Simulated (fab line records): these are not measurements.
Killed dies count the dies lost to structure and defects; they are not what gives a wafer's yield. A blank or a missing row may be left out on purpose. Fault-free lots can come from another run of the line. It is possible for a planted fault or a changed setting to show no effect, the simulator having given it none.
Which tool did it? | flow sky130 | Sampling: 10 lots, 30 wafers, 4 of 708 route steps

WHAT EACH GAUGE READ, for each wafer
SKY_CONTACT_RS_MEAS_25: a four-point-probe measurement.
lot  | measured     | on            | CONTACT_W_RS (ohm/sq)
L831 | day 32 00:07 | film-metro-04 | 0.343 0.339 0.340
L832 | day 33 15:50 | film-metro-03 | 0.334 0.336 0.335
L833 | day 34 07:14 | film-metro-04 | 0.338 0.338 0.342
L837 | day 34 21:40 | film-metro-04 | 0.337 0.336 0.336
L841 | day 35 18:55 | film-metro-04 | 0.295 0.341 0.346 0.295 0.340 0.345
L840 | day 35 20:33 | film-metro-01 | 0.337 0.336 0.295 0.338 0.337 0.295
L842 | day 35 23:34 | film-metro-04 | 0.299 0.343 0.298 0.298 0.343 0.298
L843 | day 36 08:40 | film-metro-03 | 0.337 0.332 0.337
L844 | day 36 13:09 | film-metro-03 | 0.344 0.338 0.342
L846 | day 36 22:43 | film-metro-03 | 0.341 0.341 0.338

TOOL THAT RAN EACH LOT (tool first, then ch and the chambers of the sampled wafers, then the start)
lot  | SKY_CONTACT_ETCH_17                | SKY_CONTACT_ETCH_18                           | SKY_CONTACT_CVD_24
L831 | rie-diel-04 ch 1,2,3, day 31 23:14 | rie-diel-04 ch 1,2,3, day 31 23:59 or earlier | cvd-w-01 ch 1, day 31 23:59
L832 | rie-diel-03 ch 0,2,3, day 33 14:56 | rie-diel-03 ch 0,2,3, day 33 15:43 or earlier | cvd-w-02 ch 0,1, day 33 15:43
L833 | rie-diel-01 ch 2,3, day 34 06:19   | rie-diel-01 ch 2,3, day 34 07:06 or earlier   | cvd-w-01 ch 0,1, day 34 07:06
L837 | rie-diel-03 ch 0,2,3, day 34 20:46 | rie-diel-03 ch 0,2,3, day 34 21:33 or earlier | cvd-w-02 ch 0,1, day 34 21:33
L841 | rie-diel-04 ch 1,2,3, day 35 18:04 | rie-diel-04 ch 1,2,3, day 35 18:49 or earlier | cvd-w-01 ch 0,1, day 35 18:49
L840 | rie-diel-01 ch 0,2,3, day 35 19:41 | rie-diel-01 ch 0,2,3, day 35 20:26 or earlier | cvd-w-01 ch 0,1, day 35 20:26
L842 | rie-diel-01 ch 1,3, day 35 22:40   | rie-diel-01 ch 1,3, day 35 23:26 or earlier   | cvd-w-01 ch 0,1, day 35 23:26
L843 | rie-diel-03 ch 1,2,3, day 36 07:49 | rie-diel-03 ch 1,2,3, day 36 08:33 or earlier | cvd-w-02 ch 0,1, day 36 08:33
L844 | rie-diel-04 ch 0,2, day 36 12:17   | rie-diel-04 ch 0,2, day 36 13:02 or earlier   | cvd-w-02 ch 0,1, day 36 13:02
L846 | rie-diel-03 ch 0,1,2, day 36 21:52 | rie-diel-03 ch 0,1,2, day 36 22:37 or earlier | cvd-w-02 ch 0,1, day 36 22:37
- SKY_CONTACT_ETCH_17: etches SiO2 in C4F8/O2/Ar, stops on Si3N4, target depth 340 nm.
- SKY_CONTACT_ETCH_18: etches Si3N4 in CHF3/O2, stops on TiN, time 39 s, target depth 75 nm.
- SKY_CONTACT_CVD_24: deposits W, target thk 340 nm, time 102.12 s.

THE ANSWER, worked out from the rows above alone
Rule: usual is defined by the lots themselves. Put in order of their means at a reading, lots are off if they are a third of the lots or fewer, leave a main group of 4 or more, and stand apart from it by a gap of 3 or more times the standard deviation of the main group's means; of several such gaps the widest counts. A main group is skipped when, at the precision printed for the reading in the tables above, its means are all equal. Also off: a lot with no number at a reading for which 4 or more lots have one. Where the step has rows for the other lots, those lots are counted as sound.
Off: L841, L840, L842, seen at SKY_CONTACT_RS_MEAS_25 (CONTACT_W_RS). Main group: mean 0.338 ohm/sq, sd 0.0025.
If a tool, at a process step before that reading, ran all the lots that are off and no sound lot after the first of them, it fits. The gauges at SKY_CONTACT_RS_MEAS_25 are tried like those tools. With no start given for some of its lots, SKY_CONTACT_ETCH_18 uses the hours and lot order of SKY_CONTACT_CVD_24. One fits: cvd-w-01 at SKY_CONTACT_CVD_24. Its last sound lot is L833 (day 34 07:06), its first lot that is off L841 (day 35 18:49): a fault that began between those two fits.

WHAT HAD BEEN PUT IN BY THE SIMULATOR
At SKY_CONTACT_CVD_24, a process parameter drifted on cvd-w-01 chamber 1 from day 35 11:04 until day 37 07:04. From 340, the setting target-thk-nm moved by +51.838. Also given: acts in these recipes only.
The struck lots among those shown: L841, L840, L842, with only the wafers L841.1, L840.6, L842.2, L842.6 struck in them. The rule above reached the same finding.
